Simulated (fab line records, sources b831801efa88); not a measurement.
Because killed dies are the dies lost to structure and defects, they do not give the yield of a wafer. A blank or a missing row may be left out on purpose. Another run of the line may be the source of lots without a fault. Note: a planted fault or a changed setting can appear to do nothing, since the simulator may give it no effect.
Struck lot and sound lot, side by side -- flow sky130 -- 15 out of 708 route steps
Sound: wafers L949.4, L949.5, L949.6. Wafers L945.2, L945.4, L945.6 were the ones struck. The cause comes at the end.
At each step with rows: each side's tool, then ch and its chambers, then its first start. Under that, the readings that differ: sound wafers -- struck wafers -- difference of the means -- sigmas: that difference in standard deviations of wafers without a fault.
alike: readings with means less than 2 such deviations apart, plus words and numbers identical on both sides. not compared: withheld readings, readings lacking a value on some wafer, bounds such as >300 that could conceal the same value, and numbers that have no deviation in the record and whose values overlap.
Wherever a step has rows on one side only, a row that says differs or no value, or a row with sigmas, the two part there. When numbers do not overlap yet have no deviation, they are printed without sigmas and do not part them. Lack of a reading on every wafer of one side parts them only where that side has two or more wafers.

SKY_VIA2_OVL_MEAS_13:
  struck on overlay-01, day 39 03:10; sound on overlay-01, day 40 12:52
  alike: VIA2_OVL
SKY_VIA2_ETCH_14: etches BARC in N2/H2, stops on SiO2, time 45.9 s, target depth 60 nm.
  sound on rie-diel-04 ch 0,1,2, day 40 12:55; struck on rie-diel-04 ch 0,3, day 39 03:12
  alike: drypump-motor-current-A, oes-product-au, throttle-valve-pct
  not compared: rf-hours-counter-h
SKY_VIA2_ETCH_15: etches SiO2 in C4F8/O2/Ar, stops on TiN, target depth 546 nm, time 84 s.
  sound on rie-diel-04 ch 0,1,2, day 40 12:58; struck on rie-diel-04 ch 0,3, day 39 03:15
  alike: oes-product-au
  not compared: rf-hours-counter-h
SKY_VIA2_STRIP_16: strips in O2/N2.
  sound on plasma-asher-04 ch 0,1, day 40 13:02; struck on plasma-asher-02 ch 0,1, day 39 03:19
  alike: drypump-motor-current-A, oes-product-au, strip-time-to-endpoint-s
  not compared: rf-hours-counter-h
then, 4 steps without rows for these wafers: SKY_VIA2_STRIP_17 (strips in post etch residue remover, time 1200 s); SKY_VIA2_CLEAN_18 (cleans in IPA, time 180 s); SKY_VIA2_CLEAN_19 (cleans in O3/DIW); SKY_VIA2_SPUTTER_20 (material TiN, target thk 20 nm, time 80 s).
SKY_VIA2_CVD_21: deposits W, target thk 420 nm, time 126.4 s.
  sound on cvd-w-02 ch 0,1, day 40 13:41; struck on cvd-w-01 ch 0, day 39 04:04
  alike: heater-power-w
SKY_VIA2_RS_MEAS_22: the measuring method here is four-point-probe.
  struck on film-metro-04, day 39 04:18; sound on film-metro-03, day 40 13:50
reading,sound,struck,difference,sigmas
VIA2_W_RS (ohm/sq),0.2680 0.2708 0.2730,0.2766 0.2759 0.2739,+0.0049,+2
SKY_VIA2_THK_MEAS_23: measures by xrf.
  struck on film-metro-04, day 39 04:25; sound on film-metro-03, day 40 13:56
  alike: VIA2_W_THK
then, 1 step without rows for these wafers: SKY_VIA2_CMP_24 (polishes, stops on SiO2, t overpolish 20 s, target thk 0 nm).
SKY_METAL3_SPUTTER_00: material Ti, target thk 15 nm, time 10 s.
  struck on pvd-sputter-04, day 39 04:46; sound on pvd-sputter-01, day 40 14:16
reading,sound,struck,difference,sigmas
model.Ti_of_METAL3_SPUTTER_00.thk-nm (nm),14.8 14.74 14.86,12.92 12.83 12.97,-1.89,
  alike: cathode-dc-power-W, throttle-valve-pct
SKY_METAL3_SPUTTER_01: material TiN, target thk 20 nm, time 16.7 s.
  struck on pvd-sputter-04, day 39 04:47; sound on pvd-sputter-01, day 40 14:17
  alike: cathode-dc-power-W, throttle-valve-pct
next, for these wafers, 1 step has no rows: SKY_PAD_OPEN_PROBE_99.

WHERE THEY PART
Within this record, at SKY_VIA2_RS_MEAS_22 only. Later steps at which nothing parts them and some readings are alike: SKY_VIA2_THK_MEAS_23, SKY_METAL3_SPUTTER_00, SKY_METAL3_SPUTTER_01.

WHY: what had been put in by the simulator
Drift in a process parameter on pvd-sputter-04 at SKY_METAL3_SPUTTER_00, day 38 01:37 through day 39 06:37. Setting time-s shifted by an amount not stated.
